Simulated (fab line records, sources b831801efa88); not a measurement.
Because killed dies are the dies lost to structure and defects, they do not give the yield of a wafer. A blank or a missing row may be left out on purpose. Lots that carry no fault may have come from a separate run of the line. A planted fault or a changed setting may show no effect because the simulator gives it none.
8D (eight disciplines) problem report, filled in by code -- flow gf180mcu -- the parts of the form that need people (team, actions taken, sign-off) are left out

1. PROBLEM STATEMENT
NSD_RS at GF_PSD_RS_MEAS_14 reads a mean of 44.60 ohm/sq on 2 wafers of 2 lots; wafers without a fault read 45.69 ohm/sq with a standard deviation of 0.089. Relative to the usual mean, that is a shift of -12 standard deviations.
The step: measures by four-point-probe.
Seen first at day 18 08:44 on film metro-04, wafer L660.6. The record has a number at this step for 14 wafers belonging to 6 lots. Rule for "out", or "out of limits": more than 4 standard deviations from the usual mean. The other wafers with a number count as sound.

2. WHAT IT IS; WHAT IT IS NOT
question,is,is not
which readings at this step,NSD_RS,-
which lots,"L660, L661","L652, L669, L670, L672"
which wafers of those lots,all that have a number,-
read on which gauges,"film metro-03, film metro-04",-
when,from day 18 08:44,"up to then (3 sound wafers); but 9 sound wafers of L669, L670, L672 came after"

3. THE SUSPECTS, EACH WITH WHAT RULES IT OUT
Counting: a tool at any process step up to the reading remains a suspect when it ran all the lots that are out and ran no sound lot after the first of those.
- ruled out: the gauge at GF_PSD_RS_MEAS_14. 2 gauges (film metro-03, film metro-04) read the wafers that are out.
- implanter-03 at GF_NSD_IMPLANT_09: ruled out as a lasting fault. After its first lot that is out, L660 (day 17 08:41), sound lots L669, L670 ran on it.
- plasma asher-02 at GF_NSD_STRIP_11 (strips in O2/N2): ruled out as a lasting fault. After its first lot that is out, L660 (day 17 08:56), sound lots L672 ran on it.
- plasma asher-01 at GF_PSD_STRIP_10 (strips in O2/N2): ruled out as a lasting fault. After its first lot that is out, L660 (day 18 08:23), sound lots L669, L672 ran on it.
- rtp anneal-02 at GF_PSD_RTA_13 (time 20 s): ruled out as a lasting fault. After its first lot that is out, L660 (day 18 08:36), sound lots L669, L670, L672 ran on it.
Left after counting: nothing in the record.

4. THE CAUSE (what the simulator had put in)
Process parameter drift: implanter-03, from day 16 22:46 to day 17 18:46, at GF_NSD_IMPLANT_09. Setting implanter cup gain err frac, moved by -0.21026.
Counting ruled it out, wrongly: the rule takes a fault to strike every lot that its tool runs from its start on, and this one did not.

5. THE EFFECT CHAIN, in route order
Each row: a reading whose mean over the struck wafers that have a number lies more than 3 standard deviations from the usual. Only readings for which the record gives a usual standard deviation are gone through. hours: the time from each lot's start at the first step in this table that gives one to its start at this step, as a median over the lots. sigmas: the change in usual standard deviations.
hours,step,reading,usual,on struck wafers,change,sigmas
0,GF_NSD_IMPLANT_09,beam on s,19.1 s,26.4,+7.3,+4.1
0,GF_NSD_STRIP_11,strip time to endpoint s,23.14 s,23.91,+0.77,+18
24,GF_PSD_RS_MEAS_14,NSD_RS,45.69 ohm/sq,44.60,-1.09,-12
Here are the process steps it includes:
- GF_NSD_IMPLANT_09
- GF_NSD_STRIP_11: strips in O2/N2.
Later steps that measure or inspect, where all struck wafers having a row at the step show a number for every such reading and not one has moved that far: GF_PSD_RS_MEAS_15.

6. HOW IT WOULD HAVE BEEN CAUGHT EARLIER
In this record the first reading out of limits at a measuring or inspecting step was taken at day 18 08:44, 34 hours after the fault began at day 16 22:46.
The tool's own readings at GF_NSD_IMPLANT_09 were out on every struck wafer that the step has a row for (beam on s): an alarm limit on them would have fired on the first of those.
